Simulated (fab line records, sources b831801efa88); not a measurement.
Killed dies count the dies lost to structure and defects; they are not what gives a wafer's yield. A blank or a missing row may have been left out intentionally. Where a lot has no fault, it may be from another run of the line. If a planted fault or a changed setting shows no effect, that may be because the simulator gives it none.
fab line records	flow gf180mcu	part 1 of 2: steps 1 to 29 of 38
[record] lots = 5	wafers = 15	lastDay = 34
route steps=602 shown M3@422 V3@429 M4@456
lots that met no fault: from a run of the same line without faults
startH: start of the lot's first displayed wafer, in hours after the record's first day	waitH: hours since the lot's step before	" identical to the entry in the row above	L1.1+2: several wafers, shown together as one row	- value missing, or start not given	* or withheld: withheld	< > ~ a bound
route shown NAME@n: a module of which the file shows steps, and the number in the route of the first	usual: mean and standard deviation over wafers with no fault	same: alike in all rows	chamber/n: place in a boat	sites: readings site by site	_std_site: standard deviation across them	_edge_site: outer sites' mean less inner sites'	radiusMm: for every site, how far away it sits from the centre of the wafer	mask NAME#n: copy n	behind: the last tool/chamber to shape the wafer	hold: the reason the lot was held/the length of the hold in hours/how it ended	device: whichever transistor did not switch (one of n, p or np)	end of line: tests of these same wafers at the route's end	a step given without rows: its recipe and nothing more	killed: at the first sort, the dies lost to defects and structure; wafer yield is something else	map: the dies of a wafer, with x for killed, . for not killed, _ for no die there
set.NAME: the setting as run; set.NAME@STEP: as run at that earlier step	model.NAME: the simulator's own value behind a step, which no gauge read
a table for each step, a row for each wafer; lots at some steps of the route
services: a tool's chamber out of use, with start hour (startH, from the record's first day; less than 0 if before it), hours out, and reason
[[steps]]
[step GF_M3_DEVELOP_13]
[recipe] developTimeS = 60	devTempC = 21
lot.wafer	tool	chamber	startH	waitH
L084.4+5+6	lithoTrack-01	0	582.36	0.1
L087.1+4+5	lithoTrack-04	0	603.22	0.2
L091.3+5+6	lithoTrack-01	0	634.89	0.1
L093.2+4+5	lithoTrack-01	0	649.11	0.2
L097.3+5+6	lithoTrack-01	0	676.84	0.1
[step GF_M3_CD_MEAS_14]
[recipe] targetCdNm = 280
[usual] cdNm = 279.6/1.3
lot.wafer	tool	chamber	startH	waitH	cdNm
L084.4	cdSem-02	-	582.50	0.1	281.6
L084.5	"	-	"	"	280.8
L084.6	"	-	"	"	281.9
L087.1	cdSem-02	-	603.37	0.1	280.6
L087.4	"	-	"	"	280.2
L087.5	"	-	"	"	280.0
L091.3	cdSem-02	-	635.03	0.1	281.5
L091.5	"	-	"	"	280.6
L091.6	"	-	"	"	280.4
L093.2	cdSem-02	-	649.26	0.1	278.0
L093.4	"	-	"	"	278.2
L093.5	"	-	"	"	278.9
L097.3	cdSem-02	-	676.98	0.1	278.6
L097.5	"	-	"	"	279.4
L097.6	"	-	"	"	278.9
[step GF_M3_OVL_MEAS_15]
[usual] M3_OVL = 2/4.4
lot.wafer	tool	chamber	startH	waitH	M3_OVL[nm]
L084.4	overlay-01	-	582.58	0.1	2
L084.5	"	-	"	"	-4
L084.6	"	-	"	"	6
L087.1	overlay-01	-	603.49	0.1	2
L087.4	"	-	"	"	7
L087.5	"	-	"	"	2
L091.3	overlay-01	-	635.12	0.1	-2
L091.5	"	-	"	"	-6
L091.6	"	-	"	"	-3
L093.2	overlay-01	-	649.36	0.1	0
L093.4	"	-	"	"	6
L093.5	"	-	"	"	1
L097.3	overlay-01	-	677.07	0.1	6
L097.5	"	-	"	"	5
L097.6	"	-	"	"	6
[step GF_M3_METAL_ETCH_16]
[recipe] chemistry = Cl2/BCl3	maskMaterial = KrF	targetDepthNm = 627.5	stopOn = SiO2	pressureMtorr = 8	icpW = 800	biasW = 140	Cl2_flow_sccm = 80	bcl3FlowSccm = 40	timeS = 104.6
[usual] drypumpMotorCurrentA = 5.6/0.53	oesProductAu = 0.972/0.0061	throttleValvePct = 28.249/0.01
lot.wafer	tool	chamber	startH	waitH	drypumpMotorCurrentA	oesProductAu	rfHoursCounterH	throttleValvePct
L084.4	rieMetal-03	0	582.63	0.0	5.8	0.982	-	28.264
L084.5	"	0	"	"	5.8	0.983	-	28.241
L084.6	"	1	"	"	4.8	0.988	-	28.231
L087.1	rieMetal-03	1	603.52	0.0	4.8	0.971	4	28.250
L087.4	"	0	"	"	5.8	0.973	-	28.248
L087.5	"	1	"	"	4.7	0.973	-	28.253
L091.3	rieMetal-02	1	635.18	0.1	6.3	0.967	-	28.258
L091.5	"	1	"	"	6.4	0.974	-	28.248
L091.6	"	0	"	"	5.3	0.959	-	28.253
L093.2	rieMetal-01	1	649.39	0.0	6.1	0.981	4	28.252
L093.4	"	0	"	"	5.4	0.974	-	28.251
L093.5	"	1	"	"	6.1	0.978	-	28.253
L097.3	rieMetal-01	1	677.13	0.1	6.1	0.977	-	28.247
L097.5	"	0	"	"	5.4	0.970	-	28.274
L097.6	"	1	"	"	6.0	0.963	-	28.264
[step GF_M3_STRIP_17]
[recipe] chemistry = O2/N2	powerW = 1400	pressureMtorr = 1500	platenTempC = 250	o2FlowSccm = 3000	n2FlowSccm = 300	overashFraction = 0.5
[usual] drypumpMotorCurrentA = 5.8/0.57	heaterPowerW = 338/23	o2FlowSccm = 3000/9	oesProductAu = 0.558/0.0047	stripTimeToEndpointS = 7.87/0.048
lot.wafer	tool	chamber	startH	waitH	drypumpMotorCurrentA	heaterPowerW	o2FlowSccm	oesProductAu	rfHoursCounterH	stripTimeToEndpointS
L084.4	plasmaAsher-02	1	582.74	0.1	5.9	341	2993	0.559	-	7.86
L084.5	"	0	"	"	6.2	368	2999	0.548	-	7.83
L084.6	"	1	"	"	5.9	332	2992	0.556	-	7.83
L087.1	plasmaAsher-04	1	603.63	0.1	6.6	359	2996	0.557	20	7.79
L087.4	"	1	"	"	6.6	359	2992	0.556	-	7.78
L087.5	"	1	"	"	6.6	362	2994	0.563	-	7.85
L091.3	plasmaAsher-01	0	635.29	0.1	5.2	330	3005	0.553	-	7.89
L091.5	"	0	"	"	5.2	312	3004	0.565	-	7.89
L091.6	"	1	"	"	5.3	323	3015	0.559	-	7.92
L093.2	plasmaAsher-02	0	649.51	0.1	6.2	375	3009	0.559	84	7.84
L093.4	"	1	"	"	6.0	332	2991	0.568	-	7.91
L093.5	"	0	"	"	6.2	382	3015	0.556	-	7.83
L097.3	plasmaAsher-04	1	677.24	0.1	6.6	363	3005	0.553	-	7.88
L097.5	"	0	"	"	5.1	317	3013	0.564	-	7.92
L097.6	"	1	"	"	6.6	359	3004	0.556	-	7.87
[step GF_M3_STRIP_18]
[recipe] chemistry = postEtchResidueRemover	timeS = 1200	tempC = 72.5
[usual] bathHeatDutyPct = 14.5/1.7
lot.wafer	tool	chamber	startH	waitH	bathHeatDutyPct
L084.4	wetBench-01	2	582.81	0.0	15.0
L084.5	"	2	"	"	14.4
L084.6	"	2	"	"	15.6
L087.1	wetBench-01	2	603.73	0.1	14.6
L087.4	"	2	"	"	14.4
L087.5	"	2	"	"	15.2
L091.3	wetBench-03	2	635.36	0.0	14.4
L091.5	"	2	"	"	15.2
L091.6	"	2	"	"	14.9
L093.2	wetBench-04	2	649.61	0.1	12.5
L093.4	"	2	"	"	14.7
L093.5	"	2	"	"	13.1
L097.3	wetBench-03	0	677.31	0.0	14.0
L097.5	"	0	"	"	13.6
L097.6	"	0	"	"	13.0
[step GF_M3_CLEAN_19]
[recipe] chemistry = DIW	dry = n2Spin
lot.wafer	tool	chamber	startH	waitH
L084.4+5+6	wetBench-03	1	583.15	0.0
L087.1+4+5	wetBench-03	0	604.08	0.0
L091.3+5+6	wetBench-01	1	635.70	0.0
L093.2+4+5	wetBench-01	0	650.29	0.0
L097.3+5+6	wetBench-01	1	677.65	0.0
[step GF_V3_CVD_00]
[recipe] material = SiO2	targetThkNm = 600	sigmaOpenFrac = 0.3	tempC = 400	timeS = 100	sih4FlowSccm = 60	pressureMtorr = 6
lot.wafer	tool	chamber	startH	waitH
L084.4+5+6	hdpcvd-02	1,0,2	583.28	0.0
L087.1+4+5	hdpcvd-02	0	604.17	0.0
L091.3+5+6	hdpcvd-02	0,0,1	635.79	0.0
L093.2+4+5	hdpcvd-01	0,0,2	650.38	0.0
L097.3+5+6	hdpcvd-02	2,2,0	677.75	0.0
[step GF_V3_THK_MEAS_01]
[recipe] reads = SiO2_of_V3_CVD_00
[usual] V3_CVD_00_THK = 603/6.4
lot.wafer	tool	chamber	startH	waitH	V3_CVD_00_THK[nm]
L084.4	filmMetro-02	-	583.35	0.0	598
L084.5	"	-	"	"	601
L084.6	"	-	"	"	608
L087.1	filmMetro-03	-	604.28	0.1	606
L087.4	"	-	"	"	601
L087.5	"	-	"	"	603
L091.3	filmMetro-03	-	635.88	0.1	605
L091.5	"	-	"	"	609
L091.6	"	-	"	"	598
L093.2	filmMetro-03	-	650.46	0.0	597
L093.4	"	-	"	"	600
L093.5	"	-	"	"	596
L097.3	filmMetro-02	-	677.84	0.1	613
L097.5	"	-	"	"	617
L097.6	"	-	"	"	615
[step GF_V3_CVD_02]
[recipe] material = SiO2	targetThkNm = 850	precursor = TEOS	tempC = 400	timeS = 94.851	rfW = 600
[usual] heaterPowerW = 655/73
lot.wafer	tool	chamber	startH	waitH	heaterPowerW
L084.4	pecvd-02	2	583.42	0.1	547
L084.5	"	0	"	"	572
L084.6	"	1	"	"	735
L087.1	pecvd-01	0	604.34	0.1	767
L087.4	"	1	"	"	574
L087.5	"	0	"	"	637
L091.3	pecvd-02	1	635.92	0.0	760
L091.5	"	2	"	"	526
L091.6	"	0	"	"	590
L093.2	pecvd-04	0	650.51	0.0	662
L093.4	"	0	"	"	559
L093.5	"	1	"	"	697
L097.3	pecvd-01	2	677.88	0.0	757
L097.5	"	1	"	"	632
L097.6	"	0	"	"	620
[step GF_V3_THK_MEAS_03]
[recipe] reads = SiO2_of_V3_CVD_02
[usual] V3_CVD_02_THK = 849/16
lot.wafer	tool	chamber	startH	waitH	V3_CVD_02_THK[nm]
L084.4	filmMetro-03	-	583.48	0.0	878
L084.5	"	-	"	"	862
L084.6	"	-	"	"	858
L087.1	filmMetro-01	-	604.40	0.0	839
L087.4	"	-	"	"	848
L087.5	"	-	"	"	860
L091.3	filmMetro-01	-	636.01	0.1	852
L091.5	"	-	"	"	889
L091.6	"	-	"	"	865
L093.2	filmMetro-02	-	650.59	0.0	825
L093.4	"	-	"	"	839
L093.5	"	-	"	"	836
L097.3	filmMetro-03	-	677.97	0.1	830
L097.5	"	-	"	"	841
L097.6	"	-	"	"	832
[step GF_V3_CMP_04]
[recipe] material = SiO2	downForcePsi = 4	platenRpm = 60	padVelocityMS = 0.94248
[usual] motorCurrentA = 12.2/1.2	platenRpm = 60.00/0.051	timeToEndpointS = 80/7.5
lot.wafer	tool	chamber	startH	waitH	motorCurrentA	platenRpm	timeToEndpointS
L084.4	cmp-01	3	583.66	0.2	11.3	60.02	91
L084.6	"	0	"	"	12.0	60.03	82
L084.5	"	1	"	"	13.0	59.93	91
L087.4	cmp-02	0	604.46	0.0	13.8	59.97	79
L087.1	"	3	"	"	13.0	60.00	69
L087.5	"	1	"	"	14.0	59.97	80
L091.3	cmp-01	1	636.05	0.0	13.5	59.97	90
L091.6	"	1	"	"	13.4	59.97	93
L091.5	"	2	"	"	9.9	60.06	95
L093.2	cmp-02	1	650.93	0.3	12.9	59.94	69
L093.4	"	0	"	"	13.7	60.07	76
L093.5	"	2	"	"	11.4	59.92	70
L097.3	cmp-01	3	678.01	0.0	10.5	60.11	77
L097.6	"	3	"	"	11.0	59.96	73
L097.5	"	0	"	"	12.5	59.95	78
[step GF_V3_BOW_MEAS_05]
[recipe] mode = bow
[usual] V3_BOW = 116/7.9
lot.wafer	tool	chamber	startH	waitH	V3_BOW[um]
L084.4	filmMetro-01	-	583.87	0.2	127
L084.5	"	-	"	"	123
L084.6	"	-	"	"	119
L087.1	filmMetro-02	-	604.76	0.1	115
L087.4	"	-	"	"	126
L087.5	"	-	"	"	117
L091.3	filmMetro-01	-	636.41	0.3	108
L091.5	"	-	"	"	121
L091.6	"	-	"	"	121
L093.2	filmMetro-03	-	651.25	0.3	112
L093.4	"	-	"	"	110
L093.5	"	-	"	"	111
L097.3	filmMetro-01	-	678.35	0.3	113
L097.5	"	-	"	"	114
L097.6	"	-	"	"	109
[step GF_V3_DEHYDRATE_06]
[recipe] tempC = 200	timeS = 60
lot.wafer	tool	chamber	startH	waitH
L084.4+5+6	lithoTrack-02	0	593.79	9.9
L087.1+4+5	lithoTrack-04	0	614.42	9.6
L091.3+5+6	lithoTrack-04	0	645.76	9.3
L093.2+4+5	lithoTrack-04	0	660.39	9.1
L097.3+5+6	lithoTrack-04	0	687.06	8.7
[step GF_V3_HMDS_07]
[recipe] primeTimeS = 60	primeTempC = 120
[same] primeTimeS = 60
lot.wafer	tool	chamber	startH	waitH
L084.4+5+6	lithoTrack-02	0	593.94	0.1
L087.1+4+5	lithoTrack-04	0	614.57	0.1
L091.3+5+6	lithoTrack-04	0	645.91	0.1
L093.2+4+5	lithoTrack-04	0	660.54	0.1
L097.3+5+6	lithoTrack-04	0	687.21	0.1
[step GF_V3_COAT_08]
[recipe] resist = BARC	tempC = withheld	timeS = withheld	spinRpm = withheld	resistThkNm = withheld
lot.wafer	tool	chamber	startH	waitH
L084.4+5+6	lithoTrack-02	0	594.09	0.1
L087.1+4+5	lithoTrack-04	0	614.72	0.1
L091.3+5+6	lithoTrack-04	0	646.06	0.1
L093.2+4+5	lithoTrack-04	0	660.69	0.1
L097.3+5+6	lithoTrack-04	0	687.36	0.1
[step GF_V3_COAT_09]
[recipe] resist = KrF	spinRpm = withheld	resistThkNm = 1000
lot.wafer	tool	chamber	startH	waitH
L084.4+5+6	lithoTrack-02	0	-	-
L087.1+4+5	lithoTrack-04	0	-	-
L091.3+5+6	lithoTrack-04	0	-	-
L093.2+4+5	lithoTrack-04	0	-	-
L097.3+5+6	lithoTrack-04	0	-	-
[step GF_V3_SOFTBAKE_10]
[recipe] tempC = 130	timeS = 60	resist = KrF
lot.wafer	tool	chamber	startH	waitH
L084.4+5+6	lithoTrack-02	0	-	-
L087.1+4+5	lithoTrack-04	0	-	-
L091.3+5+6	lithoTrack-04	0	-	-
L093.2+4+5	lithoTrack-04	0	-	-
L097.3+5+6	lithoTrack-04	0	-	-
[step GF_V3_EXPOSE_11]
[recipe] maskId = Via3	targetCdNm = 260	na = 0.68	sourceShape = conventional	sigmaOuter = 0.6	doseMj = 38
[usual] exposureDoseMJCm2 = 38.00/0.042	stageVelMmS = 499.94/0.28
lot.wafer	tool	chamber	startH	waitH	mask	exposureDoseMJCm2	stageVelMmS
L084.4	krfScanner-02	0	-	-	Via3#0	38.01	500.39
L084.5	"	0	"	"	Via3#0	38.03	500.06
L084.6	"	0	"	"	Via3#0	38.00	500.23
L087.1	krfScanner-01	0	-	-	Via3#0	37.95	499.41
L087.4	"	0	"	"	Via3#0	38.01	499.58
L087.5	"	0	"	"	Via3#0	38.05	499.73
L091.3	krfScanner-01	0	-	-	Via3#0	37.89	499.68
L091.5	"	0	"	"	Via3#0	37.92	500.24
L091.6	"	0	"	"	Via3#0	37.98	499.97
L093.2	krfScanner-01	0	-	-	Via3#0	37.99	499.92
L093.4	"	0	"	"	Via3#0	38.00	499.84
L093.5	"	0	"	"	Via3#0	38.02	499.81
L097.3	krfScanner-01	0	-	-	Via3#0	38.03	499.42
L097.5	"	0	"	"	Via3#0	38.02	499.98
L097.6	"	0	"	"	Via3#0	38.03	500.20
[step GF_V3_PEB_12]
[recipe] pebTempC = 135	pebTimeS = 90	resist = KrF
lot.wafer	tool	chamber	startH	waitH
L084.4+5+6	lithoTrack-04	0	-	-
L087.1+4+5	lithoTrack-04	0	-	-
L091.3+5+6	lithoTrack-03	0	-	-
L093.2+4+5	lithoTrack-04	0	-	-
L097.3+5+6	lithoTrack-02	0	-	-
[step GF_V3_DEVELOP_13]
[recipe] developTimeS = 60	resist = KrF	devTempC = 21
lot.wafer	tool	chamber	startH	waitH
L084.4+5+6	lithoTrack-04	0	604.84	0.1
L087.1+4+5	lithoTrack-04	0	625.61	0.2
L091.3+5+6	lithoTrack-03	0	655.95	0.1
L093.2+4+5	lithoTrack-04	0	670.74	0.2
L097.3+5+6	lithoTrack-02	0	696.76	0.1
[step GF_V3_CD_MEAS_14]
[recipe] targetCdNm = 260
[usual] cdNm = 259.6/1.2
lot.wafer	tool	chamber	startH	waitH	cdNm
L084.4	cdSem-01	-	604.98	0.1	259.0
L084.5	"	-	"	"	260.3
L084.6	"	-	"	"	260.7
L087.1	cdSem-02	-	625.76	0.1	257.6
L087.4	"	-	"	"	258.9
L087.5	"	-	"	"	258.3
L091.3	cdSem-01	-	656.10	0.1	261.3
L091.5	"	-	"	"	260.4
L091.6	"	-	"	"	261.2
L093.2	cdSem-01	-	670.88	0.1	260.4
L093.4	"	-	"	"	260.1
L093.5	"	-	"	"	260.9
L097.3	cdSem-01	-	696.90	0.1	260.4
L097.5	"	-	"	"	260.3
L097.6	"	-	"	"	260.3
[step GF_V3_OVL_MEAS_15]
[usual] V3_OVL = 0/5.1
lot.wafer	tool	chamber	startH	waitH	V3_OVL[nm]
L084.4	overlay-02	-	605.05	0.1	-9
L084.5	"	-	"	"	-6
L084.6	"	-	"	"	-8
L087.1	overlay-01	-	625.88	0.1	-9
L087.4	"	-	"	"	-2
L087.5	"	-	"	"	-6
L091.3	overlay-02	-	656.19	0.1	4
L091.5	"	-	"	"	-4
L091.6	"	-	"	"	2
L093.2	overlay-01	-	670.99	0.1	-1
L093.4	"	-	"	"	3
L093.5	"	-	"	"	11
L097.3	overlay-02	-	696.99	0.1	-1
L097.5	"	-	"	"	-1
L097.6	"	-	"	"	-6
[step GF_V3_ETCH_16]
[recipe] chemistry = N2/H2	targetDepthA = withheld	overetchA = withheld	timeS = withheld	target = BARC	ionEnergyEv = 200	sourceW = 500	biasW = 100	pressureMtorr = 30	n2FlowSccm = 100	h2FlowSccm = 200
[usual] drypumpMotorCurrentA = 5.6/0.52	oesProductAu = 0.855/0.0046	throttleValvePct = 13.224/0.0088
lot.wafer	tool	chamber	startH	waitH	drypumpMotorCurrentA	oesProductAu	throttleValvePct
L084.4	rieDiel-01	2	605.07	0.0	5.6	0.857	13.235
L084.5	"	0	"	"	6.5	0.848	13.228
L084.6	"	1	"	"	5.3	0.854	13.233
L087.1	rieDiel-03	2	625.92	0.0	5.5	0.859	13.221
L087.4	"	1	"	"	6.5	0.856	13.228
L087.5	"	3	"	"	5.7	0.855	13.218
L091.3	rieDiel-01	1	656.21	0.0	5.3	0.859	13.220
L091.5	"	3	"	"	5.5	0.856	13.227
L091.6	"	0	"	"	6.5	0.857	13.231
L093.2	rieDiel-03	2	671.02	0.0	5.6	0.863	13.235
L093.4	"	1	"	"	6.5	0.863	13.210
L093.5	"	2	"	"	5.5	0.860	13.230
L097.3	rieDiel-02	1	697.02	0.0	5.0	0.857	13.210
L097.5	"	0	"	"	5.6	0.857	13.233
L097.6	"	1	"	"	5.0	0.850	13.223
[step GF_V3_ETCH_17]
[recipe] chemistry = C4F8/O2/Ar	maskMaterial = KrF	target = SiO2	stopOn = TiN	sourceW = 1500	biasW = 1200	pressureMtorr = 40	c4f8FlowSccm = withheld	O2_flow_sccm = 6	Ar_flow_sccm = 300	timeS = withheld	targetDepthA = 6350
[usual] oesProductAu = 0.855/0.0045
lot.wafer	tool	chamber	startH	waitH	oesProductAu
L084.4	rieDiel-01	2	-	-	0.858
L084.5	"	0	"	"	0.855
L084.6	"	1	"	"	0.856
L087.1	rieDiel-03	2	-	-	0.860
L087.4	"	1	"	"	0.859
L087.5	"	3	"	"	0.861
L091.3	rieDiel-01	1	-	-	0.859
L091.5	"	3	"	"	0.863
L091.6	"	0	"	"	0.856
L093.2	rieDiel-03	2	-	-	0.859
L093.4	"	1	"	"	0.854
L093.5	"	2	"	"	0.854
L097.3	rieDiel-02	1	-	-	0.854
L097.5	"	0	"	"	0.854
L097.6	"	1	"	"	0.867
[step GF_V3_STRIP_18]
[recipe] chemistry = O2/N2	powerW = 1400	pressureMtorr = 1500	platenTempC = 250	o2FlowSccm = 3000	n2FlowSccm = 300	overashFraction = 0.5
[usual] drypumpMotorCurrentA = 5.8/0.35	heaterPowerW = 318/35	o2FlowSccm = 3000/8.8	oesProductAu = 0.592/0.0048
lot.wafer	tool	chamber	startH	waitH	drypumpMotorCurrentA	heaterPowerW	o2FlowSccm	oesProductAu	rfHoursCounterH
L084.4	plasmaAsher-03	1	605.23	-	5.8	264	3018	0.586	-
L084.5	"	0	"	"	6.0	322	2999	0.587	-
L084.6	"	1	"	"	5.9	267	3011	0.600	-
L087.1	plasmaAsher-01	0	626.05	-	5.2	315	3015	0.587	47
L087.4	"	1	"	"	5.3	322	3001	0.590	-
L087.5	"	1	"	"	5.3	308	2989	0.587	-
L091.3	plasmaAsher-02	1	656.41	-	5.9	336	2990	0.593	-
L091.5	"	0	"	"	6.2	378	2989	0.593	-
L091.6	"	1	"	"	5.9	332	3005	0.594	-
L093.2	plasmaAsher-01	0	671.15	-	5.2	321	3007	0.589	52
L093.4	"	1	"	"	5.3	325	2982	0.592	-
L093.5	"	0	"	"	5.2	319	2998	0.588	-
L097.3	plasmaAsher-03	1	697.18	-	5.8	258	2994	0.590	-
L097.5	"	1	"	"	5.9	259	3007	0.594	-
L097.6	"	0	"	"	6.0	323	3003	0.599	-
[step GF_V3_STRIP_19]
[recipe] chemistry = postEtchResidueRemover	timeS = 1200	tempC = 72.5
[usual] bathHeatDutyPct = 14.2/1.6
lot.wafer	tool	chamber	startH	waitH	bathHeatDutyPct
L084.4	wetBench-04	0	605.30	0.0	16.3
L084.5	"	0	"	"	16.1
L084.6	"	0	"	"	16.8
L087.1	wetBench-02	2	626.15	0.1	13.1
L087.4	"	2	"	"	12.8
L087.5	"	2	"	"	12.9
L091.3	wetBench-02	0	656.47	0.0	14.4
L091.5	"	0	"	"	12.1
L091.6	"	0	"	"	13.3
L093.2	wetBench-03	1	671.25	0.1	14.1
L093.4	"	1	"	"	15.6
L093.5	"	1	"	"	15.2
L097.3	wetBench-04	0	697.25	0.0	16.8
L097.5	"	0	"	"	16.4
L097.6	"	0	"	"	15.7
[step GF_V3_CLEAN_20]
[recipe] chemistry = DIW	dry = n2Spin
lot.wafer	tool	chamber	startH	waitH
L084.4+5+6	wetBench-03	1	605.64	0.0
L087.1+4+5	wetBench-03	3	626.52	0.0
L091.3+5+6	wetBench-04	1	656.85	0.0
L093.2+4+5	wetBench-02	0	671.59	0.0
L097.3+5+6	wetBench-03	1	697.59	0.0
[step GF_V3_SPUTTER_21]
[recipe] material = Ti	targetThkNm = 15	chamberPressurePa = 5	powerW = 2500	substrateTempC = 200	timeS = 80.02
[usual] throttleValvePct = 30.6/0.94
lot.wafer	tool	chamber	startH	waitH	throttleValvePct
L084.4	pvdSputter-04	-	605.73	0.0	29.8
L084.5	"	-	"	"	30.5
L084.6	"	-	"	"	30.7
L087.1	pvdSputter-04	-	626.61	0.0	30.5
L087.4	"	-	"	"	30.6
L087.5	"	-	"	"	30.0
L091.3	pvdSputter-02	-	657.03	0.0	28.7
L091.5	"	-	"	"	29.0
L091.6	"	-	"	"	30.2
L093.2	pvdSputter-04	-	671.68	0.0	30.4
L093.4	"	-	"	"	30.9
L093.5	"	-	"	"	30.1
L097.3	pvdSputter-04	-	697.68	0.0	30.6
L097.5	"	-	"	"	30.4
L097.6	"	-	"	"	30.8
